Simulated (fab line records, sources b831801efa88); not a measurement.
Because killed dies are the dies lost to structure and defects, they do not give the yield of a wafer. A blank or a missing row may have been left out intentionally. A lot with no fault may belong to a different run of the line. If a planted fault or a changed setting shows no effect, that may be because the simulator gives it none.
Which of the tools did it? :: flow sky130 :: 39 wafers from 13 lots sampled at 3 of the route's 708 steps

WHAT THE GAUGES READ, wafer by wafer
SKY_VT_ADJUST_HVTP_TW_MEAS_11. Usual: for VT_ADJUST_HVTP_TW the level is 1355 and the standard deviation is 17.
lot: L860
measured: day 5 23:57
on: film-metro-03
VT_ADJUST_HVTP_TW: 1371 1372 1391
flag: 

lot: L861
measured: day 6 08:06
on: film-metro-04
VT_ADJUST_HVTP_TW: 1371 1374 1373
flag: 

lot: L863
measured: day 6 20:42
on: film-metro-04
VT_ADJUST_HVTP_TW: 1385 1372 1369
flag: 

lot: L864
measured: day 7 00:18
on: film-metro-04
VT_ADJUST_HVTP_TW: 1362 1356 1358
flag: 

lot: L867
measured: day 7 18:50
on: film-metro-01
VT_ADJUST_HVTP_TW: 1330 1337 1323
flag: 

lot: L869
measured: day 8 08:44
on: film-metro-03
VT_ADJUST_HVTP_TW: 1368 1375 1375
flag: 

lot: L871
measured: day 8 22:04
on: film-metro-01
VT_ADJUST_HVTP_TW: 1333 1340 1337
flag: 

lot: L872
measured: day 9 03:23
on: film-metro-04
VT_ADJUST_HVTP_TW: 1362 1364 1363
flag: 

lot: L873
measured: day 9 08:34
on: film-metro-01
VT_ADJUST_HVTP_TW: 1341 1338 1342
flag: 

lot: L876
measured: day 10 05:04
on: film-metro-01
VT_ADJUST_HVTP_TW: 1342 1337 1333
flag: 

lot: L877
measured: day 10 11:48
on: film-metro-01
VT_ADJUST_HVTP_TW: 1334 1335 1336
flag: 

lot: L879
measured: day 11 05:31
on: film-metro-01
VT_ADJUST_HVTP_TW: 30 30 29
flag: OFF

lot: L883
measured: day 12 21:12
on: film-metro-04
VT_ADJUST_HVTP_TW: 1366 1366 1367
flag: 

EACH LOT AND THE TOOL THAT RAN IT (in order: tool; ch and the chambers of the sampled wafers; start)
lot: L860
SKY_NWELL_STRIP_25: plasma-asher-02 ch 0, day 5 04:23
SKY_VT_ADJUST_HVTP_STRIP_10: plasma-asher-02 ch 0,1, day 5 23:51

lot: L861
SKY_NWELL_STRIP_25: plasma-asher-01 ch 0,1, day 5 12:47
SKY_VT_ADJUST_HVTP_STRIP_10: plasma-asher-02 ch 0,1, day 6 08:00

lot: L863
SKY_NWELL_STRIP_25: plasma-asher-01 ch 0,1, day 6 01:12
SKY_VT_ADJUST_HVTP_STRIP_10: plasma-asher-04 ch 0, day 6 20:36

lot: L864
SKY_NWELL_STRIP_25: plasma-asher-01 ch 0,1, day 6 04:57
SKY_VT_ADJUST_HVTP_STRIP_10: plasma-asher-01 ch 0,1, day 7 00:12

lot: L867
SKY_NWELL_STRIP_25: plasma-asher-02 ch 0,1, day 6 22:29
SKY_VT_ADJUST_HVTP_STRIP_10: plasma-asher-04 ch 1, day 7 18:43

lot: L869
SKY_NWELL_STRIP_25: plasma-asher-03 ch 0,1, day 7 12:38
SKY_VT_ADJUST_HVTP_STRIP_10: plasma-asher-01 ch 0,1, day 8 08:40

lot: L871
SKY_NWELL_STRIP_25: plasma-asher-01 ch 0,1, day 8 01:11
SKY_VT_ADJUST_HVTP_STRIP_10: plasma-asher-02 ch 0,1, day 8 21:58

lot: L872
SKY_NWELL_STRIP_25: plasma-asher-03 ch 0,1, day 8 06:38
SKY_VT_ADJUST_HVTP_STRIP_10: plasma-asher-04 ch 0,1, day 9 03:16

lot: L873
SKY_NWELL_STRIP_25: plasma-asher-01 ch 0,1, day 8 12:29
SKY_VT_ADJUST_HVTP_STRIP_10: plasma-asher-01 ch 0,1, day 9 08:28

lot: L876
SKY_NWELL_STRIP_25: plasma-asher-02 ch 0,1, day 9 05:54
SKY_VT_ADJUST_HVTP_STRIP_10: plasma-asher-04 ch 0,1, day 10 04:57

lot: L877
SKY_NWELL_STRIP_25: plasma-asher-03 ch 0,1, day 9 12:32
SKY_VT_ADJUST_HVTP_STRIP_10: plasma-asher-01 ch 0,1, day 10 11:42

lot: L879
SKY_NWELL_STRIP_25: plasma-asher-01 ch 0,1, day 10 05:08
SKY_VT_ADJUST_HVTP_STRIP_10: plasma-asher-04 ch 0,1, day 11 05:25

lot: L883
SKY_NWELL_STRIP_25: plasma-asher-03 ch 0,1, day 11 19:59
SKY_VT_ADJUST_HVTP_STRIP_10: plasma-asher-01 ch 0,1, day 12 21:06
- SKY_NWELL_STRIP_25: strips in O2/N2.
- SKY_VT_ADJUST_HVTP_STRIP_10: strips in O2/N2.

AS READ BY THE TOOLS THEMSELVES (means over the sampled wafers that have a number; for cases with no such wafer, the mark the record gives instead)
SKY_NWELL_STRIP_25. Usual: drypump-motor-current-A 5.8 A, standard deviation 0.5; o2-flow-sccm 3000 sccm, standard deviation 9.8; oes-product-au 0.722 a.u., standard deviation 0.0041; strip-time-to-endpoint-s 36.94 s, standard deviation 0.1.
lot: L860
tool: plasma-asher-02
drypump-motor-current-A (A): 5.9
o2-flow-sccm (sccm): 3009
oes-product-au (a.u.): 0.718
strip-time-to-endpoint-s (s): 36.92
flag: 

lot: L861
tool: plasma-asher-01
drypump-motor-current-A (A): 5.8
o2-flow-sccm (sccm): 2998
oes-product-au (a.u.): 0.722
strip-time-to-endpoint-s (s): 36.84
flag: 

lot: L863
tool: plasma-asher-01
drypump-motor-current-A (A): 5.8
o2-flow-sccm (sccm): 3002
oes-product-au (a.u.): 0.723
strip-time-to-endpoint-s (s): 36.88
flag: 

lot: L864
tool: plasma-asher-01
drypump-motor-current-A (A): 5.4
o2-flow-sccm (sccm): 3008
oes-product-au (a.u.): 0.723
strip-time-to-endpoint-s (s): 37.04
flag: 

lot: L867
tool: plasma-asher-02
drypump-motor-current-A (A): 5.6
o2-flow-sccm (sccm): 3009
oes-product-au (a.u.): 0.723
strip-time-to-endpoint-s (s): 36.91
flag: 

lot: L869
tool: plasma-asher-03
drypump-motor-current-A (A): 5.9
o2-flow-sccm (sccm): 2993
oes-product-au (a.u.): 0.720
strip-time-to-endpoint-s (s): 36.83
flag: 

lot: L871
tool: plasma-asher-01
drypump-motor-current-A (A): 5.8
o2-flow-sccm (sccm): 2995
oes-product-au (a.u.): 0.721
strip-time-to-endpoint-s (s): 36.88
flag: 

lot: L872
tool: plasma-asher-03
drypump-motor-current-A (A): 5.9
o2-flow-sccm (sccm): 2991
oes-product-au (a.u.): 0.725
strip-time-to-endpoint-s (s): 36.91
flag: 

lot: L873
tool: plasma-asher-01
drypump-motor-current-A (A): 5.4
o2-flow-sccm (sccm): 2993
oes-product-au (a.u.): 0.722
strip-time-to-endpoint-s (s): 36.98
flag: 

lot: L876
tool: plasma-asher-02
drypump-motor-current-A (A): 5.8
o2-flow-sccm (sccm): 2993
oes-product-au (a.u.): 0.722
strip-time-to-endpoint-s (s): 37.04
flag: 

lot: L877
tool: plasma-asher-03
drypump-motor-current-A (A): 5.9
o2-flow-sccm (sccm): 2999
oes-product-au (a.u.): 0.718
strip-time-to-endpoint-s (s): 37.11
flag: 

lot: L879
tool: plasma-asher-01
drypump-motor-current-A (A): 5.3
o2-flow-sccm (sccm): 2986
oes-product-au (a.u.): 0.923
strip-time-to-endpoint-s (s): -
flag: OFF

lot: L883
tool: plasma-asher-03
drypump-motor-current-A (A): 6.0
o2-flow-sccm (sccm): 2991
oes-product-au (a.u.): 0.727
strip-time-to-endpoint-s (s): 36.96
flag: 

SKY_VT_ADJUST_HVTP_STRIP_10. Usual: drypump-motor-current-A 5.8 A, standard deviation 0.56; o2-flow-sccm 2999 sccm, standard deviation 9.9; oes-product-au 0.715 a.u., standard deviation 0.0051; strip-time-to-endpoint-s 14.18 s, standard deviation 0.034.
lot: L860
tool: plasma-asher-02
drypump-motor-current-A (A): 5.6
o2-flow-sccm (sccm): 3008
oes-product-au (a.u.): 0.719
strip-time-to-endpoint-s (s): 14.18
flag: 

lot: L861
tool: plasma-asher-02
drypump-motor-current-A (A): 5.8
o2-flow-sccm (sccm): 3003
oes-product-au (a.u.): 0.712
strip-time-to-endpoint-s (s): 14.18
flag: 

lot: L863
tool: plasma-asher-04
drypump-motor-current-A (A): 6.6
o2-flow-sccm (sccm): 3012
oes-product-au (a.u.): 0.720
strip-time-to-endpoint-s (s): 14.15
flag: 

lot: L864
tool: plasma-asher-01
drypump-motor-current-A (A): 5.4
o2-flow-sccm (sccm): 2993
oes-product-au (a.u.): 0.710
strip-time-to-endpoint-s (s): 14.22
flag: 

lot: L867
tool: plasma-asher-04
drypump-motor-current-A (A): 5.8
o2-flow-sccm (sccm): 2998
oes-product-au (a.u.): 0.716
strip-time-to-endpoint-s (s): 14.18
flag: 

lot: L869
tool: plasma-asher-01
drypump-motor-current-A (A): 5.8
o2-flow-sccm (sccm): 2996
oes-product-au (a.u.): 0.714
strip-time-to-endpoint-s (s): 14.18
flag: 

lot: L871
tool: plasma-asher-02
drypump-motor-current-A (A): 5.8
o2-flow-sccm (sccm): 3004
oes-product-au (a.u.): 0.721
strip-time-to-endpoint-s (s): 14.11
flag: 

lot: L872
tool: plasma-asher-04
drypump-motor-current-A (A): 6.1
o2-flow-sccm (sccm): 3001
oes-product-au (a.u.): 0.718
strip-time-to-endpoint-s (s): 14.16
flag: 

lot: L873
tool: plasma-asher-01
drypump-motor-current-A (A): 5.4
o2-flow-sccm (sccm): 2997
oes-product-au (a.u.): 0.715
strip-time-to-endpoint-s (s): 14.18
flag: 

lot: L876
tool: plasma-asher-04
drypump-motor-current-A (A): 6.1
o2-flow-sccm (sccm): 2995
oes-product-au (a.u.): 0.714
strip-time-to-endpoint-s (s): 14.15
flag: 

lot: L877
tool: plasma-asher-01
drypump-motor-current-A (A): 5.4
o2-flow-sccm (sccm): 3003
oes-product-au (a.u.): 0.713
strip-time-to-endpoint-s (s): 14.19
flag: 

lot: L879
tool: plasma-asher-04
drypump-motor-current-A (A): 6.3
o2-flow-sccm (sccm): 3008
oes-product-au (a.u.): 0.728
strip-time-to-endpoint-s (s): 39.96
flag: OFF

lot: L883
tool: plasma-asher-01
drypump-motor-current-A (A): 5.8
o2-flow-sccm (sccm): 3005
oes-product-au (a.u.): 0.719
strip-time-to-endpoint-s (s): 14.16
flag: 

THE ANSWER, worked out from the rows above alone
Rule: a lot counts as off when the mean over its wafers that have a number is more than 3 standard deviations away from the usual mean. Also off: a lot with no number at a reading for which 4 or more lots have one. Where the step has rows for the other lots, those lots are counted as sound. First the gauges in route order, then the tools' own readings, where a lot's mean is used as printed above. The first step at which some lot is off is used, and at that step the reading that is off furthest; a lot without a number counts as furthest.
Off: L879, at SKY_VT_ADJUST_HVTP_TW_MEAS_11 (VT_ADJUST_HVTP_TW).
A tool fits if, at a process step before that reading, it ran every lot that is off, and no sound lot after the first of them. Not tried: the gauges at SKY_VT_ADJUST_HVTP_TW_MEAS_11; whatever is off there is also off at SKY_NWELL_STRIP_25, on other tools, and gauge error can't account for it. Undecided on this evidence; 2 tools fit (plasma-asher-01 at SKY_NWELL_STRIP_25, plasma-asher-04 at SKY_VT_ADJUST_HVTP_STRIP_10).

WHAT THE SIMULATOR HAD INSERTED
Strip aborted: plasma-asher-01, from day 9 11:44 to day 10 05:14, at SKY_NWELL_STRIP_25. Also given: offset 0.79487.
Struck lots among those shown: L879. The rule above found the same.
